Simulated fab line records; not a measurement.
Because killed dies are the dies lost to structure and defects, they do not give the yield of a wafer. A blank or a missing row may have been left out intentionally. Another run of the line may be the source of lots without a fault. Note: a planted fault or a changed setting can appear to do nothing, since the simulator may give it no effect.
Chamber matching + flow sky130 + rieDiel-02 running SKY_POLY_CUT_ETCH_11: 4 sister chambers
The step etches Si3N4 in CF4/CH2F2/Ar, stops on poly-Si, time 42.5 s, target depth 60 nm. 16 wafers are shown with their chamber, then 8 later ones without.

EACH WAFER AND ITS CHAMBER
| wafer  | chamber | drypumpMotorCurrentA (A) | oesProductAu (a.u.) | biasW (W) |
|--------|---------|--------------------------|---------------------|-----------|
| L075.4 | 2       | 6.2                      | 0.821               | 149.6     |
| L075.5 | 1       | 4.8                      | 0.833               | 149.8     |
| L075.6 | 3       | 5.9                      | 0.824               | 150.3     |
| L080.3 | 1       | 4.8                      | 0.840               | 149.9     |
| L080.5 | 0       | 5.8                      | 0.831               | 150.1     |
| L080.6 | 3       | 5.9                      | 0.834               | 149.2     |
| L081.2 | 1       | 4.7                      | 0.826               | 149.3     |
| L081.4 | 0       | 5.8                      | 0.827               | 149.5     |
| L081.6 | 0       | 5.8                      | 0.822               | 149.5     |
| L088.3 | 2       | 6.2                      | 0.829               | 150.0     |
| L088.4 | 3       | 5.9                      | 0.825               | 150.0     |
| L088.5 | 3       | 5.9                      | 0.829               | 150.4     |
| L091.3 | 3       | 5.9                      | 0.826               | 149.8     |
| L091.4 | 2       | 6.2                      | 0.831               | 150.2     |
| L091.6 | 3       | 5.9                      | 0.831               | 148.9     |
| L092.2 | 2       | 6.2                      | 0.842               | 150.5     |

SIGNATURES (averages over the wafers above)
| reading              | chamber 0 | chamber 1 | chamber 2 | chamber 3 | scatter within a chamber |
|----------------------|-----------|-----------|-----------|-----------|--------------------------|
| drypumpMotorCurrentA | 5.800     | 4.767     | 6.200     | 5.900     | 0.0236                   |
| oesProductAu         | 0.82667   | 0.83300   | 0.83075   | 0.82817   | 0.00604                  |
| biasW                | 149.700   | 149.667   | 150.075   | 149.767   | 0.473                    |
Rule: a wafer lies at a distance from a chamber equal to the root of the sum of squares, over the readings, of (its reading less the chamber's mean, divided by the reading's scatter). If the next closest chamber is less than 2 further off than the closest, the wafer can't be placed; otherwise it belongs to the closest. The scatter is the square root of a quotient: the sum, over the shown wafers, of each reading's squared deviation from its chamber's mean, divided by wafers minus chambers.

WAFERS WITHOUT THEIR CHAMBER
| wafer  | drypumpMotorCurrentA (A) | oesProductAu (a.u.) | biasW (W) |
|--------|--------------------------|---------------------|-----------|
| L092.3 | 4.7                      | 0.823               | 149.7     |
| L092.4 | 4.7                      | 0.835               | 149.5     |
| L095.1 | 6.2                      | 0.821               | 149.8     |
| L095.4 | 4.8                      | 0.826               | 150.0     |
| L095.5 | 4.8                      | 0.822               | 150.3     |
| L097.2 | 5.8                      | 0.837               | 150.2     |
| L097.4 | 5.9                      | 0.831               | 150.8     |
| L097.5 | 5.8                      | 0.832               | 150.7     |

CHAMBER TAKEN BY EACH
| wafer  | from the rows above | in truth |
|--------|---------------------|----------|
| L092.3 | 1                   | 1        |
| L092.4 | 1                   | 1        |
| L095.1 | 2                   | 2        |
| L095.4 | 1                   | 1        |
| L095.5 | 1                   | 1        |
| L097.2 | 0                   | 0        |
| L097.4 | 3                   | 3        |
| L097.5 | 0                   | 0        |
8 of 8 placed correctly. Not placeable from these rows: 0. Placed wrongly: 0.
